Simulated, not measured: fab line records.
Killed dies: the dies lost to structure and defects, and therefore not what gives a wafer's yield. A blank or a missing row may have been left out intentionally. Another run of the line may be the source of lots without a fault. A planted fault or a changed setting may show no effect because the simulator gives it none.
fab line records -- flow sky130
record lots=6, wafers=18, lastDay=50
route steps=708 shown VIA2@516 PAD_OPEN@708
lots with no fault: from the same line, run without faults
startH: start of the lot's first displayed wafer, in hours after the record's first day -- waitH: hours elapsed since this lot's preceding step -- " as in the row above -- L1.1+2: several wafers, shown together as one row -- - no value, or no start was given -- * or withheld: withheld -- < > ~ a bound
route shown NAME@n: names a module that has steps shown in the file, with the first one's number in the route -- usual: average and standard deviation across the fault-free wafers -- same: alike in all rows -- chamber/n: place in a boat -- sites: each site's reading -- _std_site: standard deviation of those values -- _edge_site: the outer-site mean with the inner-site mean subtracted -- radiusMm: how far each site lies from the wafer's centre -- mask NAME#n: copy n -- behind: tool/chamber where the wafer was last shaped -- hold: the reason the lot was held/the length of the hold in hours/how it ended -- device: transistor that didn't switch, given as n, p or np -- end of line: tests of these same wafers at the route's end -- step lacking rows: just its recipe -- killed: at the first sort, the dies lost to defects and structure; wafer yield is something else -- map: dies across one wafer; x = killed, . = not, _ = none there
set.NAME: the setting the step ran with; set.NAME@STEP: the setting that earlier step ran with -- model.NAME: the simulator's own value behind a step, which no gauge read
lots at selected steps of the route; one table per step, one row per wafer
services: a tool's chamber out of use, with start hour (startH, from the record's first day; less than 0 if before it), hours out, and reason
## steps
# step SKY_VIA2_EXPOSE_09
# recipe maskId=VIM2, na=0.8, sourceShape=annular, sigmaInner=0.55, sigmaOuter=0.85, targetCdNm=200, doseMj=38
# step SKY_VIA2_PEB_10
# recipe pebTempC=withheld, pebTimeS=withheld, resist=KrF-thick
# step SKY_VIA2_DEVELOP_11
# recipe developTimeS=60, resist=KrF-thick, devTempC=21.66
# step SKY_VIA2_CD_MEAS_12
# recipe targetCdNm=200
# usual cdNm=200.3/1.2
lot.wafer,tool,chamber,startH,waitH,cdNm
L568.1,cdSem-01,-,867.78,-,199.9
L568.2,cdSem-01,-,867.78,-,200.4
L568.5,cdSem-01,-,867.78,-,200.2
L577.2,cdSem-02,-,929.25,-,202.3
L577.4,cdSem-02,-,929.25,-,202.6
L577.6,cdSem-02,-,929.25,-,203.0
L579.1,cdSem-02,-,938.34,-,198.9
L579.3,cdSem-02,-,938.34,-,199.5
L579.5,cdSem-02,-,938.34,-,198.6
L581.3,cdSem-02,-,958.63,-,199.7
L581.4,cdSem-02,-,958.63,-,200.4
L581.5,cdSem-02,-,958.63,-,199.0
L588.2,cdSem-02,-,1011.25,-,200.1
L588.4,cdSem-02,-,1011.25,-,201.2
L588.5,cdSem-02,-,1011.25,-,199.3
L589.1,cdSem-02,-,1012.54,-,198.8
L589.3,cdSem-02,-,1012.54,-,198.8
L589.4,cdSem-02,-,1012.54,-,199.4
# step SKY_VIA2_OVL_MEAS_13
# usual VIA2_OVL=1/5.1
lot.wafer,tool,chamber,startH,waitH,VIA2_OVL[nm]
L568.1,overlay-01,-,867.90,0.1,5
L568.2,overlay-01,-,867.90,0.1,0
L568.5,overlay-01,-,867.90,0.1,3
L577.2,overlay-01,-,929.36,0.1,4
L577.4,overlay-01,-,929.36,0.1,4
L577.6,overlay-01,-,929.36,0.1,5
L579.1,overlay-02,-,938.46,0.1,0
L579.3,overlay-02,-,938.46,0.1,-9
L579.5,overlay-02,-,938.46,0.1,-3
L581.3,overlay-01,-,958.72,0.1,-1
L581.4,overlay-01,-,958.72,0.1,-5
L581.5,overlay-01,-,958.72,0.1,-5
L588.2,overlay-02,-,1011.36,0.1,5
L588.4,overlay-02,-,1011.36,0.1,15
L588.5,overlay-02,-,1011.36,0.1,14
L589.1,overlay-02,-,1012.66,0.1,1
L589.3,overlay-02,-,1012.66,0.1,9
L589.4,overlay-02,-,1012.66,0.1,-3
# step SKY_VIA2_ETCH_14
# recipe chemistry=N2/H2, target=BARC, ionEnergyEv=200, sourceW=500, biasW=100, pressureMtorr=30, n2FlowSccm=100, h2FlowSccm=200, stopOn=SiO2, timeS=45.9, targetDepthA=600
# usual drypumpMotorCurrentA=5.6/0.46, oesProductAu=0.854/0.0047, throttleValvePct=13.223/0.0085
lot.wafer,tool,chamber,startH,waitH,drypumpMotorCurrentA,oesProductAu,rfHoursCounterH,throttleValvePct
L568.1,rieDiel-02,1,867.94,0.0,4.9,0.862,16,13.227
L568.2,rieDiel-02,0,867.94,0.0,5.2,0.861,1,13.210
L568.5,rieDiel-02,0,867.94,0.0,5.2,0.858,-,13.222
L577.2,rieDiel-01,0,929.39,0.0,5.5,0.853,3,13.231
L577.4,rieDiel-01,1,929.39,0.0,6.1,0.847,15,13.240
L577.6,rieDiel-01,0,929.39,0.0,5.5,0.846,-,13.226
L579.1,rieDiel-02,1,938.50,0.0,4.9,0.850,18,13.224
L579.3,rieDiel-02,0,938.50,0.0,5.2,0.860,3,13.215
L579.5,rieDiel-02,1,938.50,0.0,4.9,0.860,-,13.212
L581.3,rieDiel-01,2,958.75,0.0,5.4,0.851,17,13.220
L581.4,rieDiel-01,0,958.75,0.0,5.5,0.847,4,13.222
L581.5,rieDiel-01,3,958.75,0.0,6.1,0.852,-,13.218
L588.2,rieDiel-01,1,1011.39,0.0,6.1,0.858,18,13.238
L588.4,rieDiel-01,3,1011.39,0.0,6.1,0.857,16,13.226
L588.5,rieDiel-01,0,1011.39,0.0,5.5,0.850,-,13.215
L589.1,rieDiel-02,2,1012.70,0.0,6.4,0.851,19,13.233
L589.3,rieDiel-02,0,1012.70,0.0,5.2,0.853,5,13.215
L589.4,rieDiel-02,3,1012.70,0.0,5.9,0.851,8,13.230
# step SKY_VIA2_ETCH_15
# recipe target=SiO2, chemistry=C4F8/O2/Ar, targetDepthNm=546, stopOn=TiN, maskMaterial=KrF-thick, sourceW=1500, biasW=1200, pressureMtorr=40, c4f8FlowSccm=withheld, O2_flow_sccm=6, Ar_flow_sccm=300, timeS=84
# usual oesProductAu=0.939/0.0045
lot.wafer,tool,chamber,startH,waitH,oesProductAu,rfHoursCounterH
L568.1,rieDiel-02,1,867.98,0.0,0.939,16
L568.2,rieDiel-02,0,867.98,0.0,0.950,1
L568.5,rieDiel-02,0,867.98,0.0,0.942,-
L577.2,rieDiel-01,0,929.43,0.0,0.935,4
L577.4,rieDiel-01,1,929.43,0.0,0.940,15
L577.6,rieDiel-01,0,929.43,0.0,0.944,-
L579.1,rieDiel-02,1,938.54,0.0,0.939,18
L579.3,rieDiel-02,0,938.54,0.0,0.945,3
L579.5,rieDiel-02,1,938.54,0.0,0.935,-
L581.3,rieDiel-01,2,958.79,0.0,0.938,17
L581.4,rieDiel-01,0,958.79,0.0,0.934,4
L581.5,rieDiel-01,3,958.79,0.0,0.936,-
L588.2,rieDiel-01,1,1011.43,0.0,0.943,18
L588.4,rieDiel-01,3,1011.43,0.0,0.934,16
L588.5,rieDiel-01,0,1011.43,0.0,0.941,-
L589.1,rieDiel-02,2,1012.74,0.0,0.930,19
L589.3,rieDiel-02,0,1012.74,0.0,0.935,5
L589.4,rieDiel-02,3,1012.74,0.0,0.941,8
# step SKY_VIA2_STRIP_16
# recipe chemistry=O2/N2, powerW=1400, pressureMtorr=1500, platenTempC=withheld, o2FlowSccm=3000, n2FlowSccm=300, overashFraction=0.5
# usual drypumpMotorCurrentA=5.7/0.31, oesProductAu=0.399/0.0049, stripTimeToEndpointS=4.06/0.042
# same overashFraction=0.5
lot.wafer,tool,chamber,startH,waitH,drypumpMotorCurrentA,oesProductAu,rfHoursCounterH,stripTimeToEndpointS
L568.1,plasmaAsher-03,1,868.04,0.0,5.6,0.402,67,4.11
L568.2,plasmaAsher-03,0,868.04,0.0,5.5,0.405,67,4.09
L568.5,plasmaAsher-03,1,868.04,0.0,5.6,0.401,-,4.08
L577.2,plasmaAsher-01,1,929.49,0.0,5.9,0.393,50,3.96
L577.4,plasmaAsher-01,1,929.49,0.0,5.9,0.394,-,3.99
L577.6,plasmaAsher-01,1,929.49,0.0,5.9,0.397,-,3.96
L579.1,plasmaAsher-04,1,938.60,0.0,5.2,0.402,17,4.10
L579.3,plasmaAsher-04,0,938.60,0.0,5.6,0.402,-,4.05
L579.5,plasmaAsher-04,1,938.60,0.0,5.1,0.402,-,4.10
L581.3,plasmaAsher-03,0,958.89,0.1,5.4,0.398,-,4.06
L581.4,plasmaAsher-03,1,958.89,0.1,5.6,0.398,-,4.00
L581.5,plasmaAsher-03,1,958.89,0.1,5.6,0.402,-,4.10
L588.2,plasmaAsher-03,0,1011.49,0.0,5.5,0.397,85,4.08
L588.4,plasmaAsher-03,0,1011.49,0.0,5.5,0.403,-,4.11
L588.5,plasmaAsher-03,1,1011.49,0.0,5.6,0.394,-,4.00
L589.1,plasmaAsher-01,1,1012.80,0.0,5.9,0.399,56,4.09
L589.3,plasmaAsher-01,0,1012.80,0.0,6.2,0.395,-,4.07
L589.4,plasmaAsher-01,1,1012.80,0.0,5.9,0.402,-,4.11
# step SKY_VIA2_STRIP_17
# recipe chemistry=postEtchResidueRemover, timeS=1200, tempC=72.5
# step SKY_VIA2_CLEAN_18
# recipe chemistry=IPA, timeS=180, tempC=25
# step SKY_VIA2_CLEAN_19
# recipe chemistry=O3/DIW, dry=n2Spin
# step SKY_VIA2_SPUTTER_20
# recipe material=TiN, targetThkNm=20, chamberPressurePa=5, powerW=4000, timeS=80
# usual throttleValvePct=30.1/1.2
lot.wafer,tool,chamber,startH,waitH,throttleValvePct
L568.1,pvdSputter-03,-,868.70,0.0,31.0
L568.2,pvdSputter-03,-,868.70,0.0,29.8
L568.5,pvdSputter-03,-,868.70,0.0,31.2
L577.2,pvdSputter-03,-,930.12,0.0,28.7
L577.4,pvdSputter-03,-,930.12,0.0,31.4
L577.6,pvdSputter-03,-,930.12,0.0,31.3
L579.1,pvdSputter-01,-,939.24,0.0,29.8
L579.3,pvdSputter-01,-,939.24,0.0,27.8
L579.5,pvdSputter-01,-,939.24,0.0,31.6
L581.3,pvdSputter-03,-,959.45,0.0,30.0
L581.4,pvdSputter-03,-,959.45,0.0,30.8
L581.5,pvdSputter-03,-,959.45,0.0,31.3
L588.2,pvdSputter-01,-,1012.22,0.0,29.7
L588.4,pvdSputter-01,-,1012.22,0.0,29.9
L588.5,pvdSputter-01,-,1012.22,0.0,28.0
L589.1,pvdSputter-01,-,1013.39,0.0,27.9
L589.3,pvdSputter-01,-,1013.39,0.0,31.8
L589.4,pvdSputter-01,-,1013.39,0.0,29.8
# step SKY_VIA2_CVD_21
# recipe material=W, targetThkNm=420, timeS=126.4, tempC=400, pressureTorr=40
# usual chamberPressureTorr=40.03/0.085, heaterPowerW=889/98
lot.wafer,tool,chamber,startH,waitH,chamberPressureTorr,heaterPowerW,model.W_of_VIA2_CVD_21.thkNm
L568.1,cvdW-01,0,868.76,0.0,39.99,923,423.6
L568.2,cvdW-01,1,868.76,0.0,39.95,780,440
L568.5,cvdW-01,1,868.76,0.0,40.00,778,437.2
L577.2,cvdW-01,0,930.18,0.0,35.79,897,399.9
L577.4,cvdW-01,1,930.18,0.0,35.58,742,406.2
L577.6,cvdW-01,1,930.18,0.0,35.82,747,410.5
L579.1,cvdW-01,1,939.30,0.0,35.75,738,410.3
L579.3,cvdW-01,0,939.30,0.0,35.69,866,404.4
L579.5,cvdW-01,1,939.30,0.0,35.62,750,413.6
L581.3,cvdW-02,1,959.55,0.1,40.08,907,432.2
L581.4,cvdW-02,0,959.55,0.1,40.01,1032,426.3
L581.5,cvdW-02,0,959.55,0.1,40.05,1018,428.6
L588.2,cvdW-01,0,1012.28,0.0,39.98,890,418.2
L588.4,cvdW-01,0,1012.28,0.0,40.16,882,421.7
L588.5,cvdW-01,0,1012.28,0.0,40.12,880,420.4
L589.1,cvdW-01,1,1013.46,0.0,40.07,757,434.2
L589.3,cvdW-01,1,1013.46,0.0,40.03,770,441.1
L589.4,cvdW-01,0,1013.46,0.0,40.01,909,415
# step SKY_VIA2_RS_MEAS_22
# recipe thkMeasGauge=four-point-probe, reads=W_of_VIA2_CVD_21+TiN_of_VIA2_SPUTTER_20
# usual VIA2_W_RS=0.267/0.0049
lot.wafer,tool,chamber,startH,waitH,VIA2_W_RS[ohm/sq]
L568.1,filmMetro-01,-,868.89,0.1,0.269
L568.2,filmMetro-01,-,868.89,0.1,0.260
L568.5,filmMetro-01,-,868.89,0.1,0.261
L577.2,filmMetro-04,-,930.33,0.1,0.287
L577.4,filmMetro-04,-,930.33,0.1,0.282
L577.6,filmMetro-04,-,930.33,0.1,0.279
L579.1,filmMetro-03,-,939.43,0.1,0.279
L579.3,filmMetro-03,-,939.43,0.1,0.283
L579.5,filmMetro-03,-,939.43,0.1,0.277
L581.3,filmMetro-01,-,959.68,0.1,0.264
L581.4,filmMetro-01,-,959.68,0.1,0.267
L581.5,filmMetro-01,-,959.68,0.1,0.266
L588.2,filmMetro-01,-,1012.43,0.1,0.274
L588.4,filmMetro-01,-,1012.43,0.1,0.271
L588.5,filmMetro-01,-,1012.43,0.1,0.271
L589.1,filmMetro-01,-,1013.59,0.1,0.263
L589.3,filmMetro-01,-,1013.59,0.1,0.259
L589.4,filmMetro-01,-,1013.59,0.1,0.275
# step SKY_VIA2_THK_MEAS_23
# recipe thkMeasGauge=xrf, reads=W_of_VIA2_CVD_21
# usual VIA2_W_THK=433/8.4
lot.wafer,tool,chamber,startH,waitH,VIA2_W_THK[nm]
L568.1,filmMetro-01,-,869.01,0.1,427
L568.2,filmMetro-01,-,869.01,0.1,443
L568.5,filmMetro-01,-,869.01,0.1,439
L577.2,filmMetro-04,-,930.44,0.1,408
L577.4,filmMetro-04,-,930.44,0.1,413
L577.6,filmMetro-04,-,930.44,0.1,421
L579.1,filmMetro-03,-,939.55,0.1,414
L579.3,filmMetro-03,-,939.55,0.1,414
L579.5,filmMetro-03,-,939.55,0.1,419
L581.3,filmMetro-01,-,959.78,0.1,435
L581.4,filmMetro-01,-,959.78,0.1,427
L581.5,filmMetro-01,-,959.78,0.1,429
L588.2,filmMetro-01,-,1012.54,0.1,423
L588.4,filmMetro-01,-,1012.54,0.1,424
L588.5,filmMetro-01,-,1012.54,0.1,424
L589.1,filmMetro-01,-,1013.71,0.1,439
L589.3,filmMetro-01,-,1013.71,0.1,443
L589.4,filmMetro-01,-,1013.71,0.1,417
# step SKY_PAD_OPEN_PROBE_99
# usual defectLimitedYield=82.5/1.8, killed_at_M0_to_M3=43/6.6, killed_at_M4_up=2.9/1.8, killedAtContacts=25/5.3, killedAtFrontEnd=15/4.1, killedAtOther=0.3/0.6, killedDies=86/8.8, killedOpen=47/6.7, killedShort=39/6.2, sort_bin_3_pad_short=0.9/0.44, sort_bin_5_function=10.3/1.6, sort_bin_6_memory=6.3/1, sortNPass=406/8.8, sortYieldPct=82.5/1.8
# same grossDies=492, killedAtBackSide=0, sort_bin_4_leakage[%]=0, sort_bin_8_speed[%]=0
lot.wafer,tool,chamber,startH,waitH,defectLimitedYield[%],killed_at_M0_to_M3,killed_at_M4_up,killedAtContacts,killedAtFrontEnd,killedAtOther,killedDies,killedOpen,killedShort,sort_bin_3_pad_short[%],sort_bin_5_function[%],sort_bin_6_memory[%],sortNPass,sortYieldPct[%]
L581.3,prober-02,-,1163.39,0.2,82.1,42,4,23,19,0,88,41,47,2.0,7.9,7.9,404,82.1
L581.4,prober-02,-,1163.44,0.2,83.7,39,4,26,11,0,80,42,38,0.2,10.2,5.9,412,83.7
L581.5,prober-02,-,1163.49,0.2,82.7,41,5,26,13,0,85,53,31,0.6,9.1,7.5,407,82.7
L588.2,prober-01,-,1199.14,0.1,82.3,41,0,33,11,2,87,45,41,1.8,9.3,6.5,405,82.3
L588.4,prober-01,-,1199.24,0.2,83.9,43,2,26,7,1,79,38,40,0.6,9.8,5.7,413,83.9
L588.5,prober-01,-,1199.29,0.2,80.3,45,3,29,19,1,97,58,38,1.0,11.8,6.9,395,80.3
# killed by level:class
L581.3 VIA1:geometricParticle:open=8 CONTACT:geometricParticle:short=8 POLY_GATE:geometricParticle:short=7 VIA3:geometricParticle:open=7 LOCAL_INTERCONNECT:geometricParticle:short=5 CONTACT:geometricParticle:open=5 VIA3:geometricParticle:short=5 FIELD_ISO:geometricParticle:short=4
L581.4 CONTACT:geometricParticle:open=12 POLY_GATE:geometricParticle:open=6 CONTACT:geometricParticle:short=6 VIA2:geometricParticle:open=6 VIA1:geometricParticle:open=6 METAL2:geometricParticle:short=6 VIA3:geometricParticle:open=6 METAL1:geometricParticle:short=5
L581.5 VIA1:geometricParticle:open=11 LI_CONTACT:geometricParticle:open=10 CONTACT:geometricParticle:open=8 METAL1:geometricParticle:short=5 VIA2:geometricParticle:open=5 FIELD_ISO:geometricParticle:open=4 CONTACT:geometricParticle:short=4 METAL2:geometricParticle:short=4
L588.2 LOCAL_INTERCONNECT:geometricParticle:short=9 CONTACT:geometricParticle:open=9 VIA1:geometricParticle:open=9 VIA2:geometricParticle:open=8 METAL2:geometricParticle:short=7 LI_CONTACT:geometricParticle:open=5 CONTACT:geometricParticle:short=5 VIA1:geometricParticle:short=5
L588.4 VIA1:geometricParticle:open=10 CONTACT:geometricParticle:open=9 METAL2:geometricParticle:short=9 VIA1:geometricParticle:short=7 LI_CONTACT:geometricParticle:open=6 LOCAL_INTERCONNECT:geometricParticle:short=5 CONTACT:geometricParticle:short=5 VIA3:geometricParticle:open=4
L588.5 VIA1:geometricParticle:open=12 LI_CONTACT:geometricParticle:open=11 CONTACT:geometricParticle:open=10 VIA2:geometricParticle:open=8 POLY_GATE:geometricParticle:short=5 METAL1:geometricParticle:short=5 FIELD_ISO:geometricParticle:open=4 LOCAL_INTERCONNECT:geometricParticle:short=4
## services
tool,chamber,startH,hours,kind
rieDiel-02,2,852.59,4.1,repair
pvdSputter-01,-,865.53,0.6,repair
rieDiel-01,3,880.35,2.7,repair
plasmaAsher-01,-,884.76,1.9,repair
pvdSputter-01,-,890.58,10.3,repair
rieDiel-01,0,897.34,15.9,repair
cvdW-02,1,900.02,12.1,repair
plasmaAsher-04,-,902.35,28.1,pm
cvdW-01,-,904.00,14.0,pm
pvdSputter-03,-,905.76,5.1,repair
rieDiel-02,3,924.14,17.2,repair
pvdSputter-01,-,925.37,2.8,repair
cvdW-02,-,930.87,1.4,repair
plasmaAsher-01,-,941.58,20.4,repair
cvdW-01,-,956.95,1.1,repair
rieDiel-02,1,959.73,44.3,repair
rieDiel-02,-,960.61,0.4,repair
rieDiel-02,-,966.72,0.3,repair
plasmaAsher-04,-,966.99,5.2,repair
cvdW-02,1,978.08,4.3,repair
pvdSputter-01,-,978.30,0.6,repair
cvdW-01,-,990.96,6.9,pm
plasmaAsher-03,-,993.62,0.8,repair
pvdSputter-01,-,995.90,0.6,repair
## key
firstSign step=SKY_VIA2_CVD_21, reading=chamberPressureTorr, direction=down, sigmas=51, usual=40.03, struck=35.71
effect step=SKY_VIA2_RS_MEAS_22, reading=VIA2_W_RS, direction=up, sigmas=2.8, usual=0.267, struck=0.281
effect step=SKY_VIA2_THK_MEAS_23, reading=VIA2_W_THK, direction=down, sigmas=2.1, usual=433, struck=415
modelEffect step=SKY_VIA2_CVD_21, value=W_of_VIA2_CVD_21.thkNm, without=431.4, struck=407.5
metAt SKY_VIA2_CVD_21
struckWafers L577.2,L577.4,L577.6,L579.1,L579.3,L579.5
onsetBetween 868.76 930.18
fault kind=processParameterDrift, tool=cvdW-01, chamber=-, onsetH=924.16, steps=SKY_VIA2_CVD_21, channel=pressureTorr, offset=-4.326, shape=step, endH=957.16, actsIn=theseRecipesOnly, stated=40
